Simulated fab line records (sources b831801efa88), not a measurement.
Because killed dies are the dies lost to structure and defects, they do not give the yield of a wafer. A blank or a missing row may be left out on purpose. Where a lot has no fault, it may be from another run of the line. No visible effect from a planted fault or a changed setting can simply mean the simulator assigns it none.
A struck lot beside a sound one | flow sky130 | 15 steps out of a route of 708
Sound: the wafers L125.2, L125.4, L125.5. Struck: wafer L134.1 (left out: L134.2, L134.4 of the same lot, which were not struck); the cause appears at the end.
Order at every step that has rows: each side's tool, ch and its chambers, its first start. Under that, the readings that differ: sound wafers | struck wafers | difference of the means | sigmas: that difference in standard deviations of wafers without a fault.
alike: readings with means less than 2 such deviations apart, plus words and numbers identical on both sides. not compared: withheld readings, readings lacking a value on some wafer, bounds such as >300 that could conceal the same value, and numbers that have no deviation in the record and whose values overlap.
A row with sigmas, a row that says differs or no value, or rows on one side alone: a step with any of these is where the two part. When numbers do not overlap yet have no deviation, they are printed without sigmas and do not part them. A reading that every wafer of one side lacks parts them only if that side has two wafers or more.

first, 2 steps without rows for these wafers: SKY_METAL4_PEB_11; SKY_METAL4_DEVELOP_12 (develop time 60 s).
SKY_METAL4_CD_MEAS_13 targets a cd of 300 nm.
  sound: cd_sem-01 at day 44 13:24; struck: cd_sem-01 at day 46 06:05
  alike: cd_nm
SKY_METAL4_OVL_MEAS_14:
  sound: overlay-02 at day 44 13:31; struck: overlay-01 at day 46 06:12
  reading         | sound   | struck | difference | sigmas
  METAL4_OVL (nm) | -6 2 -4 | 15     | +18        | +3
SKY_METAL4_DESCUM_15: chemistry O2, time 8 s.
  sound on rie_metal-04 ch 0,1, day 44 13:32; struck on rie_metal-01 ch 1, day 46 06:14
  reading                     | sound       | struck | difference | sigmas
  drypump_motor_current_A (A) | 5.9 5.7 5.9 | 5.0    | -0.8       | -2
  alike: oes_product_au
  not compared: rf_hours_counter_h
SKY_METAL4_ETCH_16: etches BARC in N2/H2, stops on SiO2, time 88.2 s, target depth 60 nm.
  sound on rie_metal-04 ch 0,1, day 44 13:34; struck on rie_metal-01 ch 1, day 46 06:18
  reading                     | sound                | struck | difference | sigmas
  drypump_motor_current_A (A) | 5.9 5.7 5.9          | 5.0    | -0.8       | -2
  throttle_valve_pct (%)      | 13.206 13.198 13.200 | 13.221 | +0.020     | +2
  alike: bias_w, oes_product_au
  not compared: rf_hours_counter_h
SKY_METAL4_ETCH_17: etches SiO2 in C4F8/O2/Ar, stops on TiN, time 3.9 s, target depth 15 nm.
  sound on rie_diel-04 ch 1,3, day 44 13:40; struck on rie_diel-02 ch 3, day 46 06:30
  alike: bias_w, oes_product_au
then, 1 step without rows for these wafers: SKY_METAL4_METAL_ETCH_18 (etches the open film in Cl2/BCl3, stops on SiO2, target depth 845 nm, time 183.1 s).
SKY_METAL4_STRIP_19: strips in O2/N2.
  sound on plasma_asher-04 ch 0,1, day 44 13:52; struck on plasma_asher-04 ch 0, day 46 06:41
  alike: drypump_motor_current_A, oes_product_au, strip_time_to_endpoint_s
  not compared: rf_hours_counter_h
then, 3 steps without rows for these wafers: SKY_METAL4_STRIP_20 (strips in post etch residue remover, time 1200 s); SKY_METAL4_CLEAN_21 (cleans in IPA, time 180 s); SKY_METAL4_CLEAN_22 (cleans in O3/DIW).
SKY_VIA4_HDPCVD_00: deposits SiO2, target thk 1750 nm, time 291.7 s.
  sound on hdpcvd-02 ch 0,2, day 44 14:28; struck on hdpcvd-02 ch 0, day 46 07:17
  reading                                  | sound             | struck | difference | sigmas
  run_length_s (s)                         | 319.5 319.6 318.4 | 401.6  | +82.4      | +99 or more
  model.SiO2_of_VIA4_HDPCVD_00.thk_nm (nm) | 1769 1790 1740    | 2237   | +471       |
SKY_VIA4_THK_MEAS_01:
  sound: film_metro-01 at day 44 14:38; struck: film_metro-01 at day 46 07:42
  reading              | sound          | struck | difference | sigmas
  VIA4_HDPCVD_THK (nm) | 1769 1790 1738 | 2237   | +471       | +28
  not compared: hold
SKY_VIA4_CMP_02: polishes SiO2.
  sound on cmp-01 ch 0,1,2, day 44 14:47; struck on cmp-01 ch 1, day 46 11:04
  reading | sound | struck                   | difference                   | sigmas
  hold    | - - - | await_dispo/3.3h/release | no value on the sound wafers |
  alike: motor_current_A

== WHERE THEY PART ==
Last at SKY_VIA4_CMP_02 as far as this record goes, first at SKY_METAL4_OVL_MEAS_14.

WHY: what the simulator had put in
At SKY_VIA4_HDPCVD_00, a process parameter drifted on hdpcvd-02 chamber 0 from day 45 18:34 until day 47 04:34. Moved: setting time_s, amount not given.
